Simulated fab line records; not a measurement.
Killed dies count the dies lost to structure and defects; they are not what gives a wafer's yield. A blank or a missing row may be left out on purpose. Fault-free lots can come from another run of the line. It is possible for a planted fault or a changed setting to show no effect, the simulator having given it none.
Which tool is to blame? || flow gf180mcu || route of 602 steps, sampled at 1 step: 7 lots, 21 wafers

WHAT THE GAUGES SHOWED, per wafer
GF_VT_IMPLANT_OVL_MEAS_29.
{"lot": "L394", "measured": "day 7 03:05", "on": "overlay-02", "VT_IMPLANT_02_OVL (nm)": "-0.9 -0.4 -1.4"}
{"lot": "L397", "measured": "day 7 21:17", "on": "overlay-02", "VT_IMPLANT_02_OVL (nm)": "1.7 0.2 0.9"}
{"lot": "L400", "measured": "day 8 19:35", "on": "overlay-01", "VT_IMPLANT_02_OVL (nm)": "-4.4 -3.1 -2.9"}
{"lot": "L403", "measured": "day 9 21:34", "on": "overlay-01", "VT_IMPLANT_02_OVL (nm)": "0.6 -0.6 0.3"}
{"lot": "L406", "measured": "day 10 09:26", "on": "overlay-01", "VT_IMPLANT_02_OVL (nm)": "-0.7 -1.6 -1.9"}
{"lot": "L410", "measured": "day 11 10:14", "on": "overlay-01", "VT_IMPLANT_02_OVL (nm)": "0.1 -1.1 0.1"}
{"lot": "L414", "measured": "day 12 17:11", "on": "overlay-02", "VT_IMPLANT_02_OVL (nm)": "2.5 -0.6 -0.1"}

TOOL THAT RAN EACH LOT (tool first, then ch and the chambers of the sampled wafers, then the start)
The record shows no process step preceding these readings.

THE ANSWER, worked out from the rows above alone
Rule: the usual values come from the lots themselves. The widest of any qualifying gaps counts: lots, ordered by their means at a reading, are off when they make up no more than a third of the lots, leave a main group of 4 or more, and stand apart from it by 3 or more times the standard deviation of that group's means. Not used: any main group whose means are identical at the precision the tables above print for the reading. Also off: a lot with no number at a reading for which 4 or more lots have one. All remaining lots with rows at the step are treated as sound.
No lot is off on any of the readings shown, so nothing can be concluded from this.

WHAT WAS PUT IN BY THE SIMULATOR
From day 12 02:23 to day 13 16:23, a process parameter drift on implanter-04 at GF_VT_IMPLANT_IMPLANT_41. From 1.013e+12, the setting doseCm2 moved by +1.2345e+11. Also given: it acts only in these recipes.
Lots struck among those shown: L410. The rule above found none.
